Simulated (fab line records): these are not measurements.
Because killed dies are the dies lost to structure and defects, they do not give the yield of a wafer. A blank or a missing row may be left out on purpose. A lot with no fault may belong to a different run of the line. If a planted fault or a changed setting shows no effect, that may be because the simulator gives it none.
fab line records | flow sky130 | part 2 of 2: steps 33 to 40 of 40
[record] lots = 5 wafers = 15 last_day = 50
route steps=708 shown SD_N@342 SD_P@359 RES_XHIGH@360 SALICIDE@361 LI_CONTACT@362
lots that met no fault: taken from a fault-free run of the same line
start_h: start of the lot's first displayed wafer, in hours after the record's first day | wait_h: hours elapsed since this lot's preceding step | " repeats the value in the row above | L1.1+2: one row covering several wafers at once | - no value, or no start was given | * or withheld: withheld | < > ~ a bound
route shown NAME@n: NAME is a module with steps in the file, n the number in the route of the first one | usual: the fault-free wafers' mean and standard deviation | same: alike in all rows | chamber/n: place in a boat | sites: each site's reading | _std_site: how widely they spread, as a standard deviation | _edge_site: mean of outer sites minus mean of inner sites | radius_mm: how far each site lies from the wafer's centre | mask NAME#n: copy n | behind: tool/chamber where the wafer was last shaped | hold: reason for holding the lot/hours on hold/outcome of the hold | device: whichever transistor did not switch (one of n, p or np) | end of line: the tests these same wafers got at the end of their route | a step with no rows: only its recipe | killed: dies lost to structure and defects at the first sort, not the wafer's yield | map: the dies of a wafer, with x for killed, . for not killed, _ for no die there
set.NAME: the setting the step ran with; set.NAME@STEP: the setting that earlier step ran with | model.NAME: the simulator's own value behind a step, which no gauge read
a table for each step, a row for each wafer; lots at some steps of the route
services: when a tool's chamber went out of use (start_h, in hours from the record's first day, below 0 if earlier), for how many hours, and the reason
[[steps]]
[step SKY_LI_CONTACT_OVL_MEAS_13]
[usual] LI_CONTACT_OVL = 0/4.9
// columns lot.wafer tool chamber start_h wait_h LI_CONTACT_OVL[nm]
L076.1 overlay-01 - 687.77 0.1 -2
L076.2 " - " " 2
L076.3 " - " " -3
L079.3 overlay-02 - 718.30 0.1 -2
L079.5 " - " " -3
L079.6 " - " " -3
L088.2 overlay-01 - 784.25 0.1 1
L088.3 " - " " 5
L088.5 " - " " 5
L093.2 overlay-01 - 824.49 0.1 -5
L093.3 " - " " 5
L093.6 " - " " -5
L095.1 overlay-01 - 837.78 0.1 6
L095.4 " - " " -1
L095.6 " - " " -3
[step SKY_LI_CONTACT_ETCH_14]
[recipe] chemistry = N2/H2 target = BARC ion_energy_ev = 200 source_w = 500 bias_w = 100 pressure_mtorr = 30 n2_flow_sccm = 100 h2_flow_sccm = 200 stop_on = SiO2 time_s = 45.9 target_depth_a = 600
[usual] drypump_motor_current_A = 5.8/0.46 oes_product_au = 0.854/0.0045 throttle_valve_pct = 13.226/0.0092
// columns lot.wafer tool chamber start_h wait_h drypump_motor_current_A oes_product_au rf_hours_counter_h throttle_valve_pct
L076.1 rie_diel-02 0 687.81 0.0 5.9 0.854 11 13.241
L076.2 " 2 " " 5.7 0.852 1 13.242
L076.3 " 1 " " 6.5 0.850 11 13.257
L079.3 rie_diel-03 0 718.32 0.0 6.3 0.850 20 13.228
L079.5 " 2 " " 6.3 0.854 - 13.227
L079.6 " 3 " " 6.1 0.853 - 13.236
L088.2 rie_diel-01 2 784.28 0.0 5.4 0.855 8 13.217
L088.3 " 1 " " 5.4 0.858 9 13.234
L088.5 " 1 " " 5.4 0.852 - 13.222
L093.2 rie_diel-03 2 824.52 0.0 6.3 0.852 8 13.227
L093.3 " 2 " " 6.3 0.865 - 13.225
L093.6 " 3 " " 6.1 0.852 - 13.219
L095.1 rie_diel-01 3 837.82 0.0 5.3 0.854 9 13.227
L095.4 " 0 " " 6.0 0.861 16 13.219
L095.6 " 2 " " 5.4 0.852 - 13.228
[step SKY_LI_CONTACT_ETCH_15]
[recipe] target = PSG chemistry = C4F8/O2/Ar stop_on = Si taper_deg = 4.15 mask_material = KrF-thick source_w = 1500 bias_w = 1200 pressure_mtorr = 40 c4f8_flow_sccm = withheld O2_flow_sccm = 6 Ar_flow_sccm = 300 time_s = withheld target_depth_a = 6000
[usual] oes_product_au = 0.837/0.0048
// columns lot.wafer tool chamber start_h wait_h oes_product_au
L076.1 rie_diel-02 0 687.85 0.0 0.839
L076.2 " 2 " " 0.840
L076.3 " 1 " " 0.837
L079.3 rie_diel-03 0 718.36 0.0 0.835
L079.5 " 2 " " 0.842
L079.6 " 3 " " 0.835
L088.2 rie_diel-01 2 784.32 0.0 0.843
L088.3 " 1 " " 0.841
L088.5 " 1 " " 0.831
L093.2 rie_diel-03 2 824.58 0.0 0.837
L093.3 " 2 " " 0.827
L093.6 " 3 " " 0.843
L095.1 rie_diel-01 3 837.86 0.0 0.837
L095.4 " 0 " " 0.840
L095.6 " 2 " " 0.843
[step SKY_LI_CONTACT_STRIP_16]
[recipe] chemistry = O2/N2 power_w = 1400 pressure_mtorr = 1500 platen_temp_c = withheld o2_flow_sccm = 3000 n2_flow_sccm = 300 overash_fraction = 0.5
[usual] drypump_motor_current_A = 5.6/0.49 oes_product_au = 0.375/0.0053 strip_time_to_endpoint_s = 3.49/0.034
// columns lot.wafer tool chamber start_h wait_h drypump_motor_current_A oes_product_au rf_hours_counter_h strip_time_to_endpoint_s
L076.1 plasma_asher-02 1 687.94 - 5.6 0.369 90 3.53
L076.2 " 0 " " 4.9 0.378 90 3.47
L076.3 " 1 " " 5.6 0.365 - 3.48
L079.3 plasma_asher-02 0 718.48 - 5.0 0.381 - 3.47
L079.5 " 0 " " 5.0 0.367 - 3.48
L079.6 " 1 " " 5.6 0.385 - 3.52
L088.2 plasma_asher-02 1 784.40 - 5.6 0.378 99 3.46
L088.3 " 1 " " 5.6 0.376 - 3.58
L088.5 " 0 " " 5.0 0.385 - 3.58
L093.2 plasma_asher-02 0 824.71 - 4.9 0.376 103 3.50
L093.3 " 1 " " 5.6 0.378 - 3.47
L093.6 " 1 " " 5.6 0.379 - 3.49
L095.1 plasma_asher-02 1 837.95 - 5.5 0.370 105 3.44
L095.4 " 1 " " 5.6 0.364 - 3.45
L095.6 " 0 " " 5.0 0.372 - 3.46
[step SKY_LI_CONTACT_CLEAN_17]
[recipe] chemistry = NMP time_s = 600 temp_c = 60 dry = n2_spin
[usual] bath_guard_temp_C = 59.8/0.56
// columns lot.wafer tool chamber start_h wait_h bath_guard_temp_C
L076.1 wet_bench-04 1 688.04 0.1 59.3
L076.2 " 1 " " 59.2
L076.3 " 1 " " 59.3
L079.3 wet_bench-02 2 718.55 0.0 59.3
L079.5 " 2 " " 59.6
L079.6 " 2 " " 59.3
L088.2 wet_bench-02 1 784.50 0.1 60.8
L088.3 " 1 " " 60.7
L088.5 " 1 " " 60.2
L093.2 wet_bench-02 0 824.81 0.1 59.5
L093.3 " 0 " " 59.4
L093.6 " 0 " " 59.3
L095.1 wet_bench-04 0 838.05 0.1 60.5
L095.4 " 0 " " 60.5
L095.6 " 0 " " 60.3
[step SKY_LI_CONTACT_PRE_CLEAN_18]
[recipe] gas = Ar time_s = 5.6 bias_v = 358
// columns lot.wafer tool chamber start_h wait_h
L076.1+2+3 pvd_sputter-01 - 688.21 0.0
L079.3+5+6 pvd_sputter-04 - 718.72 0.0
L088.2+3+5 pvd_sputter-01 - 784.70 0.0
L093.2+3+6 pvd_sputter-04 - 824.99 0.0
L095.1+4+6 pvd_sputter-04 - 838.24 0.0
[step SKY_LI_CONTACT_SPUTTER_19]
[recipe] material = Ti target_thk_nm = 20 chamber_pressure_pa = 5 power_w = 2500 substrate_temp_c = 200 time_s = 106.37
[usual] chamber_pressure_pa = 5.000/0.01 throttle_valve_pct = 30.0/1
// columns lot.wafer tool chamber start_h wait_h chamber_pressure_pa throttle_valve_pct
L076.1 pvd_sputter-01 - 688.23 0.0 5.006 28.7
L076.2 " - " " 4.986 29.2
L076.3 " - " " 5.006 28.8
L079.3 pvd_sputter-04 - 718.74 0.0 4.984 31.8
L079.5 " - " " 5.013 30.3
L079.6 " - " " 4.991 30.3
L088.2 pvd_sputter-01 - 784.72 0.0 5.020 28.4
L088.3 " - " " 5.004 28.9
L088.5 " - " " 4.987 29.1
L093.2 pvd_sputter-04 - 825.01 0.0 5.013 31.2
L093.3 " - " " 5.010 30.3
L093.6 " - " " 4.998 30.3
L095.1 pvd_sputter-04 - 838.26 0.0 4.992 31.8
L095.4 " - " " 5.001 31.2
L095.6 " - " " 5.004 30.5
[step SKY_LI_CONTACT_SPUTTER_20]
[recipe] material = TiN target_thk_nm = 20 chamber_pressure_pa = 5 power_w = 4000 time_s = 80
[usual] chamber_pressure_pa = 5.000/0.0096 throttle_valve_pct = 30.0/1
// columns lot.wafer tool chamber start_h wait_h chamber_pressure_pa throttle_valve_pct
L076.1 pvd_sputter-01 - 688.31 0.0 4.995 28.4
L076.2 " - " " 4.996 29.3
L076.3 " - " " 4.995 29.1
L079.3 pvd_sputter-04 - 718.82 0.0 4.994 31.6
L079.5 " - " " 5.011 30.6
L079.6 " - " " 4.995 30.5
L088.2 pvd_sputter-01 - 784.79 0.0 4.998 28.5
L088.3 " - " " 5.005 28.7
L088.5 " - " " 5.009 29.1
L093.2 pvd_sputter-04 - 825.08 0.0 4.993 30.9
L093.3 " - " " 5.000 30.1
L093.6 " - " " 4.990 30.2
L095.1 pvd_sputter-04 - 838.33 0.0 4.998 31.7
L095.4 " - " " 5.000 30.7
L095.6 " - " " 4.992 30.5
[[services]]
// columns tool chamber start_h hours kind
rie_diel-01 - 620.73 0.3 repair
cmp-02 - 628.86 0.6 repair
plasma_asher-02 - 630.72 2.8 pm
rie_diel-01 1 631.27 4.2 repair
rie_diel-03 3 640.99 9.6 repair
rie_diel-03 0 649.76 5.1 repair
implanter-03 - 650.40 3.2 pm
hdpcvd-01 - 650.75 15.0 pm
rie_diel-03 3 651.13 5.4 repair
pvd_sputter-01 - 670.20 8.4 repair
wet_bench-01 - 679.82 3.7 repair
rie_diel-01 0 682.26 5.6 repair
implanter-03 - 688.23 1.2 repair
pvd_sputter-04 - 690.77 1.3 repair
plasma_asher-02 - 691.22 5.7 repair
rie_diel-01 0 711.80 7.7 repair
implanter-04 - 722.04 5.5 repair
rie_diel-03 3 730.07 11.3 repair
pvd_sputter-01 - 736.71 1.8 repair
rie_diel-01 1 740.98 9.5 repair
rie_diel-03 0 778.80 9.1 repair
wet_bench-02 - 792.26 4.4 pm
cmp-02 - 797.39 0.8 repair
rie_diel-03 0 811.11 44.7 repair
